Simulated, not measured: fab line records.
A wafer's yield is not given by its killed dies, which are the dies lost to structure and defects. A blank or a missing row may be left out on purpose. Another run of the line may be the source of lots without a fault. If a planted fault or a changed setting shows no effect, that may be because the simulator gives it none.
Which tool was responsible? || flow sky130 || 33 wafers from 11 lots sampled at 5 of the route's 708 steps

WHAT EACH GAUGE READ, for each wafer
SKY_CONTACT_THK_MEAS_03. Usual: CONTACT_HDPCVD_THK 565 nm, standard deviation 5.5.
{"lot": "L607", "measured": "day 32 00:18", "on": "film_metro-04", "CONTACT_HDPCVD_THK (nm)": "557 567 559", "flag": ""}
{"lot": "L608", "measured": "day 32 07:41", "on": "film_metro-04", "CONTACT_HDPCVD_THK (nm)": "563 571 561", "flag": ""}
{"lot": "L609", "measured": "day 32 17:01", "on": "film_metro-02", "CONTACT_HDPCVD_THK (nm)": "565 568 556", "flag": ""}
{"lot": "L611", "measured": "day 33 02:26", "on": "film_metro-02", "CONTACT_HDPCVD_THK (nm)": "569 573 571", "flag": ""}
{"lot": "L613", "measured": "day 33 17:16", "on": "film_metro-04", "CONTACT_HDPCVD_THK (nm)": "563 560 559", "flag": ""}
{"lot": "L615", "measured": "day 34 17:40", "on": "film_metro-04", "CONTACT_HDPCVD_THK (nm)": "571 563 563", "flag": ""}
{"lot": "L616", "measured": "day 34 22:29", "on": "film_metro-04", "CONTACT_HDPCVD_THK (nm)": "566 568 557", "flag": ""}
{"lot": "L617", "measured": "day 35 06:19", "on": "film_metro-04", "CONTACT_HDPCVD_THK (nm)": "566 564 571", "flag": ""}
{"lot": "L618", "measured": "day 35 16:46", "on": "film_metro-02", "CONTACT_HDPCVD_THK (nm)": "570 570 568", "flag": ""}
{"lot": "L620", "measured": "day 36 03:17", "on": "film_metro-03", "CONTACT_HDPCVD_THK (nm)": "568 567 566", "flag": ""}
{"lot": "L627", "measured": "day 38 01:31", "on": "film_metro-04", "CONTACT_HDPCVD_THK (nm)": "560 565 560", "flag": ""}

SKY_VIA1_CD_MEAS_12 targets a cd of 150 nm. Usual: cd_nm reads 149.7 nm (standard deviation 1.9).
{"lot": "L607", "measured": "day 35 14:58", "on": "cd_sem-01", "cd_nm (nm)": "149.7 149.4 148.6", "flag": ""}
{"lot": "L608", "measured": "day 35 21:50", "on": "cd_sem-02", "cd_nm (nm)": "152.6 152.6 150.7", "flag": ""}
{"lot": "L609", "measured": "day 36 06:07", "on": "cd_sem-01", "cd_nm (nm)": "148.8 147.6 148.8", "flag": ""}
{"lot": "L611", "measured": "day 36 14:35", "on": "cd_sem-02", "cd_nm (nm)": "148.8 150.7 149.8", "flag": ""}
{"lot": "L613", "measured": "day 37 04:19", "on": "cd_sem-01", "cd_nm (nm)": "149.4 148.8 148.6", "flag": ""}
{"lot": "L615", "measured": "day 38 04:08", "on": "cd_sem-02", "cd_nm (nm)": "150.8 150.5 151.3", "flag": ""}
{"lot": "L616", "measured": "day 38 10:58", "on": "cd_sem-02", "cd_nm (nm)": "150.5 151.9 150.1", "flag": ""}
{"lot": "L617", "measured": "day 38 16:52", "on": "cd_sem-01", "cd_nm (nm)": "151.1 150.4 151.7", "flag": ""}
{"lot": "L618", "measured": "day 39 02:46", "on": "cd_sem-02", "cd_nm (nm)": "114.2 150.1 113.2", "flag": "OFF"}
{"lot": "L620", "measured": "day 39 13:55", "on": "cd_sem-02", "cd_nm (nm)": "148.7 114.1 148.0", "flag": "OFF"}
{"lot": "L627", "measured": "day 41 08:56", "on": "cd_sem-01", "cd_nm (nm)": "149.3 150.1 148.6", "flag": ""}

TOOL THAT RAN EACH LOT (tool first, then ch and the chambers of the sampled wafers, then the start)
{"lot": "L607", "SKY_CONTACT_SPUTTER_23": "pvd_sputter-02, day 33 06:14", "SKY_METAL1_SPUTTER_03": "pvd_sputter-03, day 33 06:58", "SKY_VIA1_EXPOSE_09": "krf_scanner-02 ch 0, day 35 01:38"}
{"lot": "L608", "SKY_CONTACT_SPUTTER_23": "pvd_sputter-03, day 33 13:24", "SKY_METAL1_SPUTTER_03": "pvd_sputter-01, day 33 14:10", "SKY_VIA1_EXPOSE_09": "krf_scanner-01 ch 0, day 35 08:43"}
{"lot": "L609", "SKY_CONTACT_SPUTTER_23": "pvd_sputter-03, day 33 21:58", "SKY_METAL1_SPUTTER_03": "pvd_sputter-01, day 33 22:41", "SKY_VIA1_EXPOSE_09": "krf_scanner-02 ch 0, day 35 16:41"}
{"lot": "L611", "SKY_CONTACT_SPUTTER_23": "pvd_sputter-02, day 34 07:33", "SKY_METAL1_SPUTTER_03": "pvd_sputter-04, day 34 08:16", "SKY_VIA1_EXPOSE_09": "krf_scanner-01 ch 0, day 36 01:23"}
{"lot": "L613", "SKY_CONTACT_SPUTTER_23": "pvd_sputter-03, day 34 21:23", "SKY_METAL1_SPUTTER_03": "pvd_sputter-04, day 34 22:06", "SKY_VIA1_EXPOSE_09": "krf_scanner-02 ch 0, day 36 15:22"}
{"lot": "L615", "SKY_CONTACT_SPUTTER_23": "pvd_sputter-03, day 35 21:05", "SKY_METAL1_SPUTTER_03": "pvd_sputter-04, day 35 21:48", "SKY_VIA1_EXPOSE_09": "krf_scanner-01 ch 0, day 37 15:35"}
{"lot": "L616", "SKY_CONTACT_SPUTTER_23": "pvd_sputter-04, day 36 03:22", "SKY_METAL1_SPUTTER_03": "pvd_sputter-03, day 36 04:05", "SKY_VIA1_EXPOSE_09": "krf_scanner-02 ch 0, day 37 21:34"}
{"lot": "L617", "SKY_CONTACT_SPUTTER_23": "pvd_sputter-03, day 36 10:02", "SKY_METAL1_SPUTTER_03": "pvd_sputter-04, day 36 10:46", "SKY_VIA1_EXPOSE_09": "krf_scanner-01 ch 0, day 38 03:26"}
{"lot": "L618", "SKY_CONTACT_SPUTTER_23": "pvd_sputter-02, day 36 20:01", "SKY_METAL1_SPUTTER_03": "pvd_sputter-01, day 36 20:52", "SKY_VIA1_EXPOSE_09": "krf_scanner-01 ch 0, day 38 14:44"}
{"lot": "L620", "SKY_CONTACT_SPUTTER_23": "pvd_sputter-04, day 37 07:26", "SKY_METAL1_SPUTTER_03": "pvd_sputter-01, day 37 08:10", "SKY_VIA1_EXPOSE_09": "krf_scanner-01 ch 0, day 39 01:07"}
{"lot": "L627", "SKY_CONTACT_SPUTTER_23": "pvd_sputter-03, day 39 05:08", "SKY_METAL1_SPUTTER_03": "pvd_sputter-01, day 39 05:52", "SKY_VIA1_EXPOSE_09": "krf_scanner-02 ch 0, day 40 21:57"}
- SKY_CONTACT_SPUTTER_23: material TiN, target thk 20 nm, time 80 s.
- SKY_METAL1_SPUTTER_03: material Ti, target thk 5 nm, time 3.3 s.
- SKY_VIA1_EXPOSE_09: exposes mask VIM, target cd 150 nm.

WHAT THE TOOLS THEMSELVES READ (means of the sampled wafers that have a number; where no wafer has one, the mark that the record gives instead)
SKY_CONTACT_SPUTTER_23. Usual: chamber_pressure_pa 5.000 Pa, standard deviation 0.0099; throttle_valve_pct 29.8 %, standard deviation 1.5.
{"lot": "L607", "tool": "pvd_sputter-02", "chamber_pressure_pa (Pa)": 5.009, "throttle_valve_pct (%)": 29.7, "flag": ""}
{"lot": "L608", "tool": "pvd_sputter-03", "chamber_pressure_pa (Pa)": 4.993, "throttle_valve_pct (%)": 29.7, "flag": ""}
{"lot": "L609", "tool": "pvd_sputter-03", "chamber_pressure_pa (Pa)": 5.008, "throttle_valve_pct (%)": 30.3, "flag": ""}
{"lot": "L611", "tool": "pvd_sputter-02", "chamber_pressure_pa (Pa)": 5.009, "throttle_valve_pct (%)": 28.2, "flag": ""}
{"lot": "L613", "tool": "pvd_sputter-03", "chamber_pressure_pa (Pa)": 4.998, "throttle_valve_pct (%)": 29.8, "flag": ""}
{"lot": "L615", "tool": "pvd_sputter-03", "chamber_pressure_pa (Pa)": 4.983, "throttle_valve_pct (%)": 29.6, "flag": ""}
{"lot": "L616", "tool": "pvd_sputter-04", "chamber_pressure_pa (Pa)": 4.990, "throttle_valve_pct (%)": 31.2, "flag": ""}
{"lot": "L617", "tool": "pvd_sputter-03", "chamber_pressure_pa (Pa)": 5.002, "throttle_valve_pct (%)": 30.1, "flag": ""}
{"lot": "L618", "tool": "pvd_sputter-02", "chamber_pressure_pa (Pa)": 5.003, "throttle_valve_pct (%)": 31.6, "flag": ""}
{"lot": "L620", "tool": "pvd_sputter-04", "chamber_pressure_pa (Pa)": 4.992, "throttle_valve_pct (%)": 30.0, "flag": ""}
{"lot": "L627", "tool": "pvd_sputter-03", "chamber_pressure_pa (Pa)": 5.000, "throttle_valve_pct (%)": 29.4, "flag": ""}

SKY_METAL1_SPUTTER_03. Usual: chamber_pressure_pa 0.4000 Pa, standard deviation 0.00086; throttle_valve_pct 30.0 %, standard deviation 1.1.
{"lot": "L607", "tool": "pvd_sputter-03", "chamber_pressure_pa (Pa)": 0.4005, "throttle_valve_pct (%)": 29.6, "flag": ""}
{"lot": "L608", "tool": "pvd_sputter-01", "chamber_pressure_pa (Pa)": 0.4002, "throttle_valve_pct (%)": 28.9, "flag": ""}
{"lot": "L609", "tool": "pvd_sputter-01", "chamber_pressure_pa (Pa)": 0.3998, "throttle_valve_pct (%)": 29.8, "flag": ""}
{"lot": "L611", "tool": "pvd_sputter-04", "chamber_pressure_pa (Pa)": 0.3999, "throttle_valve_pct (%)": 29.9, "flag": ""}
{"lot": "L613", "tool": "pvd_sputter-04", "chamber_pressure_pa (Pa)": 0.3998, "throttle_valve_pct (%)": 30.3, "flag": ""}
{"lot": "L615", "tool": "pvd_sputter-04", "chamber_pressure_pa (Pa)": 0.3998, "throttle_valve_pct (%)": 31.2, "flag": ""}
{"lot": "L616", "tool": "pvd_sputter-03", "chamber_pressure_pa (Pa)": 0.4009, "throttle_valve_pct (%)": 30.4, "flag": ""}
{"lot": "L617", "tool": "pvd_sputter-04", "chamber_pressure_pa (Pa)": 0.4001, "throttle_valve_pct (%)": 30.7, "flag": ""}
{"lot": "L618", "tool": "pvd_sputter-01", "chamber_pressure_pa (Pa)": 0.3997, "throttle_valve_pct (%)": 29.7, "flag": ""}
{"lot": "L620", "tool": "pvd_sputter-01", "chamber_pressure_pa (Pa)": 0.3995, "throttle_valve_pct (%)": 29.9, "flag": ""}
{"lot": "L627", "tool": "pvd_sputter-01", "chamber_pressure_pa (Pa)": 0.4001, "throttle_valve_pct (%)": 29.5, "flag": ""}

SKY_VIA1_EXPOSE_09. Usual: exposure_dose_mJ_cm2 reads 37.90 (standard deviation 0.051).
{"lot": "L607", "tool": "krf_scanner-02", "exposure_dose_mJ_cm2": 38.02, "flag": ""}
{"lot": "L608", "tool": "krf_scanner-01", "exposure_dose_mJ_cm2": 37.94, "flag": ""}
{"lot": "L609", "tool": "krf_scanner-02", "exposure_dose_mJ_cm2": 37.89, "flag": ""}
{"lot": "L611", "tool": "krf_scanner-01", "exposure_dose_mJ_cm2": 37.88, "flag": ""}
{"lot": "L613", "tool": "krf_scanner-02", "exposure_dose_mJ_cm2": 37.99, "flag": ""}
{"lot": "L615", "tool": "krf_scanner-01", "exposure_dose_mJ_cm2": 37.92, "flag": ""}
{"lot": "L616", "tool": "krf_scanner-02", "exposure_dose_mJ_cm2": 37.84, "flag": ""}
{"lot": "L617", "tool": "krf_scanner-01", "exposure_dose_mJ_cm2": 37.90, "flag": ""}
{"lot": "L618", "tool": "krf_scanner-01", "exposure_dose_mJ_cm2": 37.94, "flag": ""}
{"lot": "L620", "tool": "krf_scanner-01", "exposure_dose_mJ_cm2": 37.88, "flag": ""}
{"lot": "L627", "tool": "krf_scanner-02", "exposure_dose_mJ_cm2": 37.88, "flag": ""}

THE ANSWER, worked out from the rows above alone
Rule: take the mean of a lot's wafers that have a number; if it is more than 3 standard deviations from the usual mean, the lot is off. A lot without any number at a reading at which 4 lots or more have one is off too. The other lots that the step has rows for count as sound. After the gauges, taken in route order, come the tools' own readings; for these a lot's mean is taken, as printed above. At the first step where some lot is off, the reading lying furthest off is the one used; lots without a number count as furthest.
Off at SKY_VIA1_CD_MEAS_12 (cd_nm): L618, L620.
If a tool, at a process step before that reading, ran all the lots that are off and no sound lot after the first of them, it fits. The gauges at SKY_VIA1_CD_MEAS_12 are tried like those tools. Undecided on this evidence; 2 tools fit (krf_scanner-01 at SKY_VIA1_EXPOSE_09, cd_sem-02 at SKY_VIA1_CD_MEAS_12).

WHAT HAD BEEN PUT IN BY THE SIMULATOR
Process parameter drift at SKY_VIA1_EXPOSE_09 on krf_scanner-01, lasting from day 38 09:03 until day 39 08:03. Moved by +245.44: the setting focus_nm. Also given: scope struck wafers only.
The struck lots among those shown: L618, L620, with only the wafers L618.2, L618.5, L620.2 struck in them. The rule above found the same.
